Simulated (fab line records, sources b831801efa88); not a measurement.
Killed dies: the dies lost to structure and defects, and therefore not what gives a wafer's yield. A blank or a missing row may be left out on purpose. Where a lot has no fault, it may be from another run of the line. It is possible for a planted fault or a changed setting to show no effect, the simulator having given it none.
fab line records :: flow sky130
record
  lots=7
  wafers=21
  last_day=50
route steps=708 shown FIELD_ISO@29 NWELL@32 DNWELL@35 PWDE@45
lots that met no fault: taken from a fault-free run of the same line
start_h: hours from the record's opening day to when the first of the lot's shown wafers began :: wait_h: hours elapsed since this lot's preceding step :: " repeats the value in the row above :: L1.1+2: a row that stands for several wafers :: - no value, or no start was given :: * or withheld: withheld :: < > ~ a bound
route shown NAME@n: a module of which the file shows steps, and the number in the route of the first :: usual: mean/standard deviation taken from wafers without a fault :: same: alike in all rows :: chamber/n: place in a boat :: sites: per-site readings :: _std_site: the standard deviation of these :: _edge_site: inner sites' mean taken away from outer sites' mean :: radius_mm: how far each site lies from the wafer's centre :: mask NAME#n: copy n :: behind: the last tool/chamber to shape the wafer :: hold: cause of the lot's hold/its duration in hours/its outcome :: device: whichever transistor did not switch (one of n, p or np) :: end of line: the tests these same wafers got at the end of their route :: where a step has no rows: the recipe by itself :: killed: not the wafer's yield, but the dies lost to structure and defects at the first sort :: map: a wafer's dies, x killed, . not, _ none there
set.NAME: setting as actually run; set.NAME@STEP: the setting as run at that earlier step :: model.NAME: the simulator's own value behind a step, which no gauge read
lots at selected steps of the route; one table per step, one row per wafer
services: a tool's chamber out of use, with start hour (start_h, from the record's first day; less than 0 if before it), hours out, and reason
## steps
# step SKY_FIELD_ISO_WET_ETCH_28
# recipe
  chemistry=dHF
  target_depth_nm=23.7
  target=SiO2
  dilution=10:1
  temp_c=25
  time_s=47
# step SKY_FIELD_ISO_WET_ETCH_29
# recipe
  chemistry=H3PO4
  target_depth_nm=160
  target=Si3N4
  temp_c=160
  time_s=1825
# step SKY_FIELD_ISO_WET_ETCH_30
# recipe
  chemistry=dHF
  target_depth_nm=25
  target=SiO2
  dilution=10:1
  temp_c=25
  time_s=50
# step SKY_NWELL_CLEAN_00
# recipe
  chemistry=SC1/SC2
  mix=1:4:20
  temp_c=70
  time_s=150
  dry=n2_spin
# step SKY_NWELL_OXIDATION_01
# recipe
  temp_c=900
  ambient=O2
  stabilise_s=600
  purge_s=300
  target_thk_a=100
  ox_time_s=1418
# step SKY_NWELL_THK_MEAS_02
# recipe
  reads=SiO2_of_NWELL_OXIDATION_01
# usual
  NWELL_OXIDATION_THK=10.02/0.18
lot.wafer: L513.1
tool: film_metro-03
chamber: -
start_h: 52.21
wait_h: 0.0
NWELL_OXIDATION_THK[nm]: 9.87

lot.wafer: L513.4
tool: film_metro-03
chamber: -
start_h: 52.21
wait_h: 0.0
NWELL_OXIDATION_THK[nm]: 9.58

lot.wafer: L513.6
tool: film_metro-03
chamber: -
start_h: 52.21
wait_h: 0.0
NWELL_OXIDATION_THK[nm]: 9.70

lot.wafer: L517.2
tool: film_metro-03
chamber: -
start_h: 73.65
wait_h: 0.0
NWELL_OXIDATION_THK[nm]: 10.04

lot.wafer: L517.4
tool: film_metro-03
chamber: -
start_h: 73.65
wait_h: 0.0
NWELL_OXIDATION_THK[nm]: 10.13

lot.wafer: L517.6
tool: film_metro-03
chamber: -
start_h: 73.65
wait_h: 0.0
NWELL_OXIDATION_THK[nm]: 10.00

lot.wafer: L518.1
tool: film_metro-03
chamber: -
start_h: 79.40
wait_h: 0.0
NWELL_OXIDATION_THK[nm]: 10.05

lot.wafer: L518.2
tool: film_metro-03
chamber: -
start_h: 79.40
wait_h: 0.0
NWELL_OXIDATION_THK[nm]: 10.09

lot.wafer: L518.6
tool: film_metro-03
chamber: -
start_h: 79.40
wait_h: 0.0
NWELL_OXIDATION_THK[nm]: 9.91

lot.wafer: L519.2
tool: film_metro-04
chamber: -
start_h: 84.57
wait_h: 0.0
NWELL_OXIDATION_THK[nm]: 9.79

lot.wafer: L519.5
tool: film_metro-04
chamber: -
start_h: 84.57
wait_h: 0.0
NWELL_OXIDATION_THK[nm]: 9.61

lot.wafer: L519.6
tool: film_metro-04
chamber: -
start_h: 84.57
wait_h: 0.0
NWELL_OXIDATION_THK[nm]: 9.69

lot.wafer: L523.1
tool: film_metro-04
chamber: -
start_h: 104.73
wait_h: 0.0
NWELL_OXIDATION_THK[nm]: 10.24

lot.wafer: L523.4
tool: film_metro-04
chamber: -
start_h: 104.73
wait_h: 0.0
NWELL_OXIDATION_THK[nm]: 10.22

lot.wafer: L523.6
tool: film_metro-04
chamber: -
start_h: 104.73
wait_h: 0.0
NWELL_OXIDATION_THK[nm]: 10.27

lot.wafer: L529.3
tool: film_metro-03
chamber: -
start_h: 148.85
wait_h: 0.0
NWELL_OXIDATION_THK[nm]: 10.13

lot.wafer: L529.4
tool: film_metro-03
chamber: -
start_h: 148.85
wait_h: 0.0
NWELL_OXIDATION_THK[nm]: 10.12

lot.wafer: L529.5
tool: film_metro-03
chamber: -
start_h: 148.85
wait_h: 0.0
NWELL_OXIDATION_THK[nm]: 10.24

lot.wafer: L530.1
tool: film_metro-03
chamber: -
start_h: 151.40
wait_h: 0.0
NWELL_OXIDATION_THK[nm]: 10.13

lot.wafer: L530.4
tool: film_metro-03
chamber: -
start_h: 151.40
wait_h: 0.0
NWELL_OXIDATION_THK[nm]: 10.45

lot.wafer: L530.6
tool: film_metro-03
chamber: -
start_h: 151.40
wait_h: 0.0
NWELL_OXIDATION_THK[nm]: 10.15
# step SKY_DNWELL_DEHYDRATE_00
# recipe
  temp_c=200
  time_s=60
# step SKY_DNWELL_HMDS_01
# recipe
  prime_time_s=60
  prime_temp_c=120
# step SKY_DNWELL_COAT_02
# recipe
  spin_rpm=2000
  resist_thk_nm=3000
# step SKY_DNWELL_SOFTBAKE_03
# recipe
  temp_c=110
  time_s=withheld
# step SKY_DNWELL_EXPOSE_04
# recipe
  mask_id=DNM
  na=0.57
  target_cd_nm=3000
  dose_mj=222
# step SKY_DNWELL_PEB_05
# recipe
  temp_c=115
  time_s=withheld
# step SKY_DNWELL_DEVELOP_06
# recipe
  wall_angle_deg=90
  developer=TMAH
  develop_time_s=60
  dev_temp_c=23
# usual
  chill_plate_temp_C=22.99/0.099
  develop_time_s=60/0
  exhaust_pa=44.9/0.93
lot.wafer: L513.1
tool: litho_track-02
chamber: 0
start_h: 68
wait_h: -
chill_plate_temp_C: 23.00
develop_time_s: 60
exhaust_pa: 46.4

lot.wafer: L513.4
tool: litho_track-02
chamber: 0
start_h: 68
wait_h: -
chill_plate_temp_C: 23.02
develop_time_s: 60
exhaust_pa: 46.2

lot.wafer: L513.6
tool: litho_track-02
chamber: 0
start_h: 68
wait_h: -
chill_plate_temp_C: 22.90
develop_time_s: 60
exhaust_pa: 46.0

lot.wafer: L517.2
tool: litho_track-02
chamber: -
start_h: 90
wait_h: -
chill_plate_temp_C: -
develop_time_s: -
exhaust_pa: -

lot.wafer: L517.4
tool: litho_track-02
chamber: -
start_h: 90
wait_h: -
chill_plate_temp_C: -
develop_time_s: -
exhaust_pa: -

lot.wafer: L517.6
tool: litho_track-02
chamber: -
start_h: 90
wait_h: -
chill_plate_temp_C: -
develop_time_s: -
exhaust_pa: -

lot.wafer: L518.1
tool: litho_track-04
chamber: -
start_h: 96
wait_h: -
chill_plate_temp_C: -
develop_time_s: -
exhaust_pa: -

lot.wafer: L518.2
tool: litho_track-04
chamber: -
start_h: 96
wait_h: -
chill_plate_temp_C: -
develop_time_s: -
exhaust_pa: -

lot.wafer: L518.6
tool: litho_track-04
chamber: -
start_h: 96
wait_h: -
chill_plate_temp_C: -
develop_time_s: -
exhaust_pa: -

lot.wafer: L519.2
tool: litho_track-04
chamber: -
start_h: 102
wait_h: -
chill_plate_temp_C: -
develop_time_s: -
exhaust_pa: -

lot.wafer: L519.5
tool: litho_track-04
chamber: -
start_h: 102
wait_h: -
chill_plate_temp_C: -
develop_time_s: -
exhaust_pa: -

lot.wafer: L519.6
tool: litho_track-04
chamber: -
start_h: 102
wait_h: -
chill_plate_temp_C: -
develop_time_s: -
exhaust_pa: -

lot.wafer: L523.1
tool: litho_track-03
chamber: 0
start_h: 123
wait_h: -
chill_plate_temp_C: 22.85
develop_time_s: 60
exhaust_pa: 43.2

lot.wafer: L523.4
tool: litho_track-03
chamber: 0
start_h: 123
wait_h: -
chill_plate_temp_C: 22.95
develop_time_s: 60
exhaust_pa: 43.3

lot.wafer: L523.6
tool: litho_track-03
chamber: 0
start_h: 123
wait_h: -
chill_plate_temp_C: 22.97
develop_time_s: 60
exhaust_pa: 43.9

lot.wafer: L529.3
tool: litho_track-02
chamber: 0
start_h: 167
wait_h: -
chill_plate_temp_C: 23.12
develop_time_s: 60
exhaust_pa: 44.8

lot.wafer: L529.4
tool: litho_track-02
chamber: 0
start_h: 167
wait_h: -
chill_plate_temp_C: 23.11
develop_time_s: 60
exhaust_pa: 44.4

lot.wafer: L529.5
tool: litho_track-02
chamber: 0
start_h: 167
wait_h: -
chill_plate_temp_C: 23.26
develop_time_s: 60
exhaust_pa: 43.7

lot.wafer: L530.1
tool: litho_track-04
chamber: 0
start_h: 170
wait_h: -
chill_plate_temp_C: 22.92
develop_time_s: 60
exhaust_pa: 44.4

lot.wafer: L530.4
tool: litho_track-04
chamber: 0
start_h: 170
wait_h: -
chill_plate_temp_C: 22.99
develop_time_s: 60
exhaust_pa: 44.5

lot.wafer: L530.6
tool: litho_track-04
chamber: 0
start_h: 170
wait_h: -
chill_plate_temp_C: 23.12
develop_time_s: 60
exhaust_pa: 46.0
# step SKY_DNWELL_IMPLANT_07
# recipe
  species=P
  energy_kev=withheld
  dose_cm2=withheld
  tilt_deg=withheld
# step SKY_DNWELL_STRIP_08
# recipe
  chemistry=O2/N2
  power_w=1400
  pressure_mtorr=1500
  platen_temp_c=withheld
  o2_flow_sccm=3000
  n2_flow_sccm=300
  overash_fraction=0.5
# usual
  drypump_motor_current_A=5.9/0.37
  oes_product_au=0.722/0.0044
  strip_time_to_endpoint_s=36.91/0.11
lot.wafer: L513.1
tool: plasma_asher-04
chamber: 0
start_h: 68.39
wait_h: 0.1
drypump_motor_current_A: 5.7
oes_product_au: 0.727
rf_hours_counter_h: 23
strip_time_to_endpoint_s: 36.72

lot.wafer: L513.4
tool: plasma_asher-04
chamber: 1
start_h: 68.39
wait_h: 0.1
drypump_motor_current_A: 6.1
oes_product_au: 0.725
rf_hours_counter_h: -
strip_time_to_endpoint_s: 36.85

lot.wafer: L513.6
tool: plasma_asher-04
chamber: 1
start_h: 68.39
wait_h: 0.1
drypump_motor_current_A: 6.1
oes_product_au: 0.723
rf_hours_counter_h: -
strip_time_to_endpoint_s: 36.84

lot.wafer: L517.2
tool: plasma_asher-01
chamber: 0
start_h: 90.64
wait_h: 0.1
drypump_motor_current_A: 5.7
oes_product_au: 0.721
rf_hours_counter_h: 42
strip_time_to_endpoint_s: 36.87

lot.wafer: L517.4
tool: plasma_asher-01
chamber: 1
start_h: 90.64
wait_h: 0.1
drypump_motor_current_A: 6.6
oes_product_au: 0.712
rf_hours_counter_h: -
strip_time_to_endpoint_s: 37.05

lot.wafer: L517.6
tool: plasma_asher-01
chamber: 0
start_h: 90.64
wait_h: 0.1
drypump_motor_current_A: 5.7
oes_product_au: 0.718
rf_hours_counter_h: -
strip_time_to_endpoint_s: 36.93

lot.wafer: L518.1
tool: plasma_asher-03
chamber: 1
start_h: 96.79
wait_h: 0.1
drypump_motor_current_A: 5.8
oes_product_au: 0.720
rf_hours_counter_h: 44
strip_time_to_endpoint_s: 36.93

lot.wafer: L518.2
tool: plasma_asher-03
chamber: 0
start_h: 96.79
wait_h: 0.1
drypump_motor_current_A: 5.3
oes_product_au: 0.719
rf_hours_counter_h: 44
strip_time_to_endpoint_s: 36.98

lot.wafer: L518.6
tool: plasma_asher-03
chamber: 1
start_h: 96.79
wait_h: 0.1
drypump_motor_current_A: 5.8
oes_product_au: 0.720
rf_hours_counter_h: -
strip_time_to_endpoint_s: 37.05

lot.wafer: L519.2
tool: plasma_asher-01
chamber: 0
start_h: 102.44
wait_h: 0.1
drypump_motor_current_A: 5.7
oes_product_au: 0.717
rf_hours_counter_h: 44
strip_time_to_endpoint_s: 36.82

lot.wafer: L519.5
tool: plasma_asher-01
chamber: 0
start_h: 102.44
wait_h: 0.1
drypump_motor_current_A: 5.8
oes_product_au: 0.718
rf_hours_counter_h: -
strip_time_to_endpoint_s: 36.97

lot.wafer: L519.6
tool: plasma_asher-01
chamber: 1
start_h: 102.44
wait_h: 0.1
drypump_motor_current_A: 6.6
oes_product_au: 0.715
rf_hours_counter_h: -
strip_time_to_endpoint_s: 37.00

lot.wafer: L523.1
tool: plasma_asher-03
chamber: 1
start_h: 123.62
wait_h: 0.1
drypump_motor_current_A: 5.8
oes_product_au: 0.727
rf_hours_counter_h: 47
strip_time_to_endpoint_s: 36.82

lot.wafer: L523.4
tool: plasma_asher-03
chamber: 1
start_h: 123.62
wait_h: 0.1
drypump_motor_current_A: 5.7
oes_product_au: 0.725
rf_hours_counter_h: -
strip_time_to_endpoint_s: 36.88

lot.wafer: L523.6
tool: plasma_asher-03
chamber: 0
start_h: 123.62
wait_h: 0.1
drypump_motor_current_A: 5.3
oes_product_au: 0.723
rf_hours_counter_h: -
strip_time_to_endpoint_s: 36.91

lot.wafer: L529.3
tool: plasma_asher-01
chamber: 1
start_h: 167.77
wait_h: 0.1
drypump_motor_current_A: 6.6
oes_product_au: 0.721
rf_hours_counter_h: -
strip_time_to_endpoint_s: 36.87

lot.wafer: L529.4
tool: plasma_asher-01
chamber: 0
start_h: 167.77
wait_h: 0.1
drypump_motor_current_A: 5.7
oes_product_au: 0.723
rf_hours_counter_h: -
strip_time_to_endpoint_s: 36.98

lot.wafer: L529.5
tool: plasma_asher-01
chamber: 1
start_h: 167.77
wait_h: 0.1
drypump_motor_current_A: 6.6
oes_product_au: 0.719
rf_hours_counter_h: -
strip_time_to_endpoint_s: 36.88

lot.wafer: L530.1
tool: plasma_asher-04
chamber: 1
start_h: 170.89
wait_h: 0.1
drypump_motor_current_A: 6.1
oes_product_au: 0.720
rf_hours_counter_h: 36
strip_time_to_endpoint_s: 37.02

lot.wafer: L530.4
tool: plasma_asher-04
chamber: 1
start_h: 170.89
wait_h: 0.1
drypump_motor_current_A: 6.1
oes_product_au: 0.723
rf_hours_counter_h: -
strip_time_to_endpoint_s: 36.92

lot.wafer: L530.6
tool: plasma_asher-04
chamber: 0
start_h: 170.89
wait_h: 0.1
drypump_motor_current_A: 5.8
oes_product_au: 0.726
rf_hours_counter_h: -
strip_time_to_endpoint_s: 37.01
# step SKY_DNWELL_TW_MEAS_09
# usual
  DNWELL_TW=1112/7.5
lot.wafer: L513.1
tool: film_metro-01
chamber: -
start_h: 68.49
wait_h: 0.1
DNWELL_TW: 1103

lot.wafer: L513.4
tool: film_metro-01
chamber: -
start_h: 68.49
wait_h: 0.1
DNWELL_TW: 1106

lot.wafer: L513.6
tool: film_metro-01
chamber: -
start_h: 68.49
wait_h: 0.1
DNWELL_TW: 1111

lot.wafer: L517.2
tool: film_metro-01
chamber: -
start_h: 90.75
wait_h: 0.1
DNWELL_TW: 30

lot.wafer: L517.4
tool: film_metro-01
chamber: -
start_h: 90.75
wait_h: 0.1
DNWELL_TW: 30

lot.wafer: L517.6
tool: film_metro-01
chamber: -
start_h: 90.75
wait_h: 0.1
DNWELL_TW: 30

lot.wafer: L518.1
tool: film_metro-04
chamber: -
start_h: 96.89
wait_h: 0.1
DNWELL_TW: 30

lot.wafer: L518.2
tool: film_metro-04
chamber: -
start_h: 96.89
wait_h: 0.1
DNWELL_TW: 30

lot.wafer: L518.6
tool: film_metro-04
chamber: -
start_h: 96.89
wait_h: 0.1
DNWELL_TW: 30

lot.wafer: L519.2
tool: film_metro-03
chamber: -
start_h: 102.55
wait_h: 0.1
DNWELL_TW: 30

lot.wafer: L519.5
tool: film_metro-03
chamber: -
start_h: 102.55
wait_h: 0.1
DNWELL_TW: 30

lot.wafer: L519.6
tool: film_metro-03
chamber: -
start_h: 102.55
wait_h: 0.1
DNWELL_TW: 30

lot.wafer: L523.1
tool: film_metro-03
chamber: -
start_h: 123.72
wait_h: 0.1
DNWELL_TW: 1119

lot.wafer: L523.4
tool: film_metro-03
chamber: -
start_h: 123.72
wait_h: 0.1
DNWELL_TW: 1124

lot.wafer: L523.6
tool: film_metro-03
chamber: -
start_h: 123.72
wait_h: 0.1
DNWELL_TW: 1119

lot.wafer: L529.3
tool: film_metro-01
chamber: -
start_h: 167.86
wait_h: 0.1
DNWELL_TW: 1120

lot.wafer: L529.4
tool: film_metro-01
chamber: -
start_h: 167.86
wait_h: 0.1
DNWELL_TW: 1126

lot.wafer: L529.5
tool: film_metro-01
chamber: -
start_h: 167.86
wait_h: 0.1
DNWELL_TW: 1119

lot.wafer: L530.1
tool: film_metro-01
chamber: -
start_h: 170.99
wait_h: 0.1
DNWELL_TW: 1122

lot.wafer: L530.4
tool: film_metro-01
chamber: -
start_h: 170.99
wait_h: 0.1
DNWELL_TW: 1124

lot.wafer: L530.6
tool: film_metro-01
chamber: -
start_h: 170.99
wait_h: 0.1
DNWELL_TW: 1124
# step SKY_PWDE_DEHYDRATE_00
# recipe
  temp_c=200
  time_s=60
## services
tool: plasma_asher-03
chamber: -
start_h: 64.41
hours: 0.9
kind: repair

tool: plasma_asher-01
chamber: -
start_h: 80.70
hours: 6.3
kind: repair

tool: plasma_asher-04
chamber: -
start_h: 123.31
hours: 2.0
kind: repair

tool: plasma_asher-04
chamber: -
start_h: 129.92
hours: 0.5
kind: repair
## key
first_sign
  step=SKY_DNWELL_DEVELOP_06
  reading=tool_record
  direction=missing
effect
  step=SKY_DNWELL_TW_MEAS_09
  reading=DNWELL_TW
  direction=down
  sigmas=99+
  usual=1112
  struck=30
met_at SKY_DNWELL_DEVELOP_06
struck_wafers L517.2,L517.4,L517.6,L518.1,L518.2,L518.6,L519.2,L519.5,L519.6
sort_left_out L517.2,L517.4,L517.6,L518.1,L518.2,L518.6,L519.2,L519.5,L519.6
tester_left_out L517,L518,L519
onset_between 68 90
fault
  kind=skipped_step_whole
  tool=litho_track-02,litho_track-04
  chamber=-
  onset_h=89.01
  steps=SKY_DNWELL_DEVELOP_06
  scope=struck_lots_only
# tester_left_out: of these lots the tester's yield and bins aren't shown, on N5 and GAA mostly nor the transistor test; their killed dies are dies lost to structure and defects alone, not to doping, threshold or leakage, so they don't give the yield
# sort_left_out: the simulated sort isn't trusted on such a fault, so these wafers' sort isn't shown, and their yield isn't known
